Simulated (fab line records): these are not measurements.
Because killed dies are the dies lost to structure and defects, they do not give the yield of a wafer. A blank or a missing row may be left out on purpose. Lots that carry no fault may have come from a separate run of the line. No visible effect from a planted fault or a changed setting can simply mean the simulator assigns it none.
Matching of chambers ; flow gf180mcu ; cmp-01 running GF_STI_CMP_25: 4 sister chambers
The step polishes, stops on Si3N4, t overpolish 33 s, target thk 524.6 nm. 18 wafers are shown with their chamber, then 8 later ones without.

== WAFERS WITH THEIR CHAMBER ==
wafer;chamber;motorCurrentA (A);timeToEndpointS (s)
L529.1;3;12.7;123
L529.3;1;13.1;121
L529.5;3;13.1;123
L530.2;1;13.9;124
L530.3;2;13.8;128
L530.5;1;13.7;125
L531.1;1;13.3;123
L531.3;2;14.0;125
L531.6;0;12.6;127
L534.4;2;13.7;126
L534.5;3;12.7;118
L534.6;0;12.4;121
L535.4;1;13.5;121
L535.5;3;12.4;127
L535.6;0;11.7;121
L539.1;0;11.3;123
L539.5;2;14.5;123
L539.6;3;12.6;116

SIGNATURES (means of the wafers above)
reading;chamber 0;chamber 1;chamber 2;chamber 3;scatter within a chamber
motorCurrentA;12.000;13.500;14.000;12.700;0.391
timeToEndpointS;123.00;122.80;125.50;121.40;3.01
Rule: a wafer's distance from a chamber is the root of the sum, over the readings, of the square of ((its reading less the chamber's mean) divided by the reading's scatter). If the next closest chamber is less than 2 further off than the closest, the wafer can't be placed; otherwise it belongs to the closest. The scatter: the root of (the sum of the squares of (reading less its chamber's mean) over the shown wafers, divided by (wafers less chambers)).

== WAFERS WITH NO CHAMBER GIVEN ==
wafer;motorCurrentA (A);timeToEndpointS (s)
L540.1;13.1;116
L540.2;11.8;119
L540.4;13.8;126
L542.2;13.9;127
L542.4;11.1;112
L542.6;12.2;119
L544.4;12.9;109
L544.6;13.2;123

== EACH ONE'S CHAMBER ==
wafer;from the rows above;in truth
L540.1;can't be placed: 3 or 1 or 0 or 2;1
L540.2;can't be placed: 0 or 3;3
L540.4;can't be placed: 2 or 1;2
L542.2;can't be placed: 2 or 1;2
L542.4;can't be placed: 0 or 3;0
L542.6;can't be placed: 0 or 3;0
L544.4;can't be placed: 3 or 1 or 0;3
L544.6;can't be placed: 1 or 3 or 2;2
Correct placement for 0 of the 8. These rows do not allow placing 8 (true chamber among the candidates in 8). Placed wrongly: 0.
